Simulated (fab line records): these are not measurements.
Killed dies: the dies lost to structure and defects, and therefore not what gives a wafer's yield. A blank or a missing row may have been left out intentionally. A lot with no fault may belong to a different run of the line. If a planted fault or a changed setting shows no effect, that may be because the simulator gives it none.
A single fault, viewed from 2 desks ; flow gf180mcu ; each desk has only its own numbers; what lay behind them comes last

## FROM THE METROLOGY DESK
What the gauges read, lot by lot, whatever tool the lot ran on: means of the sampled wafers that have a number. Marked OUT: a lot whose mean sits more than 4 standard deviations from the usual mean, which makes it out of limits; the brackets give that distance.
Columns: A = NWELL_OVL at GF_NWELL_OVL_MEAS_07, usual -0.3 nm; B = LVPWELL_TW at GF_LVPWELL_TW_MEAS_11, usual 559; C = POLY_GATE_OXIDATION_THK at GF_POLY_GATE_THK_MEAS_17, usual 3.99 nm; D = HV_LDD_OVL at GF_HV_LDD_OVL_MEAS_08, usual 0.4 nm
lot;first seen here;A;B;C;D
L318;day 3 09:52;0.1;552;3.99;1.3
L319;day 3 13:57;0.0;562;3.89;1.4
L320;day 3 17:48;-0.2;558;3.99;0.5
L321;day 3 23:51;0.2;560;4.01;1.3
L322;day 4 04:28;0.8;559;4.09;2.2
L324;day 4 17:41;0.7;558;3.88;-0.5
L325;day 4 23:19;0.5;559;3.88;0.3
L327;day 5 09:04;-4.1;557;3.86;2.3
L332;day 6 16:45;0.9;30 (-99 or more) OUT;4.00;-1.4
L333;day 6 19:31;0.3;559;3.90;-0.6
L337;day 7 19:22;-0.8;565;3.97;-1.6
L340;day 8 12:37;-0.3;557;4.17;-2.7
L341;day 8 18:22;-0.7;560;4.11;0.2
This desk finds L332 out of limits, with the earliest case on L332 at day 7 09:11 (LVPWELL_TW at GF_LVPWELL_TW_MEAS_11). L318, L319, L320, L321, L322, L324, L325, L327, L333, L337, L340, L341: within limits.

## THE TOOL OWNER'S DESK: plasma_asher-02
The tool's own readings at GF_NWELL_STRIP_10 (strips in O2/N2): means of the sampled wafers that have a number, for each lot that ran on this tool. Marked OUT: a lot whose mean sits more than 4 standard deviations from the usual mean, which makes it out of limits; the brackets give that distance.
Columns: A = chamber_pressure_mTorr at GF_NWELL_STRIP_10, usual 1500.2 mTorr; B = drypump_motor_current_A at GF_NWELL_STRIP_10, usual 5.6 A; C = heater_power_w at GF_NWELL_STRIP_10, usual 318 W; D = oes_product_au at GF_NWELL_STRIP_10, usual 0.722 a.u.
lot;first seen here;A;B;C;D
L332;day 6 17:05;1499.4;5.8;317;0.934 (+45) OUT
This desk finds L332 out of limits, L332 being first, at day 6 17:05 (oes_product_au at GF_NWELL_STRIP_10). In limits: none.

## ALL TOGETHER
The tool owner's desk could have raised an alarm at day 6 17:05, on L332.
At day 7 09:11 the metrology desk could have sounded an alarm, on L332.
GF_NWELL_STRIP_10 was run on plasma_asher-02 by each of the lots named.

## WHAT WAS PUT IN BY THE SIMULATOR
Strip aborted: plasma_asher-02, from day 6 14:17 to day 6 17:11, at GF_NWELL_STRIP_10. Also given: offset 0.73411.
Struck lots among those shown: L332.
Counting hours from when the fault started, the first reading out of limits came at 3 for the tool owner's desk and at 19 for the metrology desk.
